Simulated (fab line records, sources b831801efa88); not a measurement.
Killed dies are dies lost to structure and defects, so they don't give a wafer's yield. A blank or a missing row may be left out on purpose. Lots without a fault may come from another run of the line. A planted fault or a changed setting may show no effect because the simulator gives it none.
One fault seen from 2 desks | flow sky130 | each desk has only its own numbers; what lay behind them comes last

THE TOOL OWNER'S DESK: litho_track-01
The tool's own readings at SKY_VIA4_DEVELOP_10 (develop time 60 s): means of the sampled wafers that have a number, for each lot that ran on this tool. A lot is out of limits, marked OUT, if its mean lies more than 4 standard deviations from the usual mean; the brackets give that distance.
Columns: A = chill_plate_temp_C at SKY_VIA4_DEVELOP_10, usual 23.00 C; B = developer_temp_C at SKY_VIA4_DEVELOP_10, usual 23.00 C; C = exhaust_pa at SKY_VIA4_DEVELOP_10, usual 45.3 Pa
lot  | first seen here | A     | B               | C
L136 | day 44 06:41    | 22.88 | 23.06           | 44.9
L139 | day 45 00:35    | 22.90 | 22.93           | 44.6
L140 | day 45 01:38    | 23.06 | 23.05           | 45.2
L145 | day 45 21:04    | 23.04 | 25.28 (+23) OUT | 45.1
L144 | day 46 00:02    | 23.06 | 25.18 (+22) OUT | 44.9
L147 | day 46 12:17    | 22.92 | 25.41 (+25) OUT | 45.9
This desk's finding: out of limits on L144, L145, L147; first on L145, day 45 21:04 (developer_temp_C at SKY_VIA4_DEVELOP_10). In limits: L136, L139, L140.

THE METROLOGY DESK
What the gauges read, lot by lot, whatever tool the lot ran on: means of the sampled wafers that have a number. A lot is out of limits, marked OUT, if its mean lies more than 4 standard deviations from the usual mean; the brackets give that distance.
Columns: A = METAL5_ALCU_THK at SKY_METAL5_THK_MEAS_06, usual 1157 nm
lot  | first seen here | A
L133 | day 43 11:49    | 1146
L134 | day 43 12:43    | 1167
L135 | day 44 06:31    | 1145
L136 | day 44 08:31    | 1193
L137 | day 44 14:22    | 1158
L138 | day 44 17:04    | 1143
L141 | day 45 00:49    | 1139
L139 | day 45 02:23    | 1171
L140 | day 45 03:28    | 1155
L145 | day 45 23:23    | 1152
L144 | day 46 01:58    | 1172
L147 | day 46 14:05    | 1164
L148 | day 47 13:26    | 1130
L155 | day 48 15:16    | 1162
L156 | day 48 17:10    | 1162
This desk's finding: nothing out of limits on any of the 15 lots.

PUT TOGETHER
The tool owner's desk could have raised an alarm at day 45 21:04, on L144, L145, L147.
The metrology desk saw nothing out of limits.
The metrology desk has L144, L145, L147 on record, within its limits.
Of the lots named, all ran SKY_VIA4_DEVELOP_10 on litho_track-01.

WHAT THE SIMULATOR HAD PUT IN
Process parameter drift: litho_track-01, from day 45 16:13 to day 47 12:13, at SKY_VIA4_DEVELOP_10. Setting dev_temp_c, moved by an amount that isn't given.
Lots struck among those shown: L144, L145, L147.
Hours from the fault's start to each desk's first reading out of limits: the tool owner's desk, 5.
